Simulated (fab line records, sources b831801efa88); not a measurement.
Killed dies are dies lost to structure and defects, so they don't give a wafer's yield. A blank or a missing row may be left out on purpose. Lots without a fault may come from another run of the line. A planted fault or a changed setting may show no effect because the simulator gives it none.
Problem report in the 8D (eight disciplines) form, filled by code | flow sfq_line | the parts of the form that need people (team, actions taken, sign-off) are left out

1. THE PROBLEM
oes_product_au at SFQ_TRILAYER_M5_BARC_OPEN_METAL_ETCH_161 reads a mean of 0.764 a.u. on 3 wafers of 2 lots; wafers without a fault read 0.685 a.u. with a standard deviation of 0.0047. That is +17 standard deviations from the usual mean.
The step: etches BARC in O2, target depth 125 nm, time 41.7 s.
First seen on wafer L128.5, day 72 17:03, on rie_metal-03. The record holds 42 wafers of 14 lots with a number at this step. Rule for "out", or "out of limits": more than 4 standard deviations from the usual mean. The other wafers with a number count as sound.

2. WHAT IT IS AND WHAT IT IS NOT
question                    | is                         | is not
which readings at this step | oes_product_au             | drypump_motor_current_A
which lots                  | L128, L130                 | L113, L114, L115, L117, L119, L124, L126, L129, L131, L132, L133, L134
which wafers of those lots  | L128.5, L130.2, L130.5     | L128.1, L128.3, L130.1
read on which tools         | rie_metal-02, rie_metal-03 | rie_metal-04
when                        | from day 72 17:03          | up to then (23 sound wafers); but 16 sound wafers of L129, L130, L131, L132, L133, L134 came after

3. SUSPECTS, AND WHAT RULES EACH OUT
Counting: a tool at a process step up to the reading stays a suspect if it ran every lot that is out. Sound lots after the first of them don't rule it out here, since some wafers of a struck lot are sound.
- litho_track-04 at SFQ_TRILAYER_M5_LITHO_COAT_128 (resist thk 62 nm): kept. It ran every lot that is out, first L128 (day 69 13:16); its last sound lot up to then is L124 (day 68 22:52).
Left after counting: litho_track-04 at SFQ_TRILAYER_M5_LITHO_COAT_128.

4. THE CAUSE (what the simulator had put in)
Process parameter drift: litho_track-04, from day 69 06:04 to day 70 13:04, at SFQ_TRILAYER_M5_LITHO_COAT_128. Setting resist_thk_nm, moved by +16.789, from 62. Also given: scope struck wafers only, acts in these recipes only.
Counting left only this tool.

5. THE CHAIN OF EFFECTS, in route order
Each row: a reading whose mean over the struck wafers that have a number lies more than 3 standard deviations from the usual. Only readings for which the record gives a usual standard deviation are gone through. hours: the time from each lot's start at the first step in this table that gives one to its start at this step, as a median over the lots. sigmas: the change in usual standard deviations.
hours | step                                     | reading        | usual      | on struck wafers | change | sigmas
0     | SFQ_TRILAYER_M5_BARC_OPEN_METAL_ETCH_161 | oes_product_au | 0.685 a.u. | 0.764            | +0.079 | +17
The process steps in it:
- SFQ_TRILAYER_M5_BARC_OPEN_METAL_ETCH_161: etches BARC in O2, target depth 125 nm, time 41.7 s.

6. WHAT WOULD HAVE CAUGHT IT SOONER
In this record the first reading out of limits was taken at day 72 17:03, 83 hours after the fault began at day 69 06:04.
All the lots that are out (2) had begun SFQ_TRILAYER_M5_LITHO_COAT_128 on litho_track-04 by day 72 17:03. A hold on the tool at that time would have spared none of them.
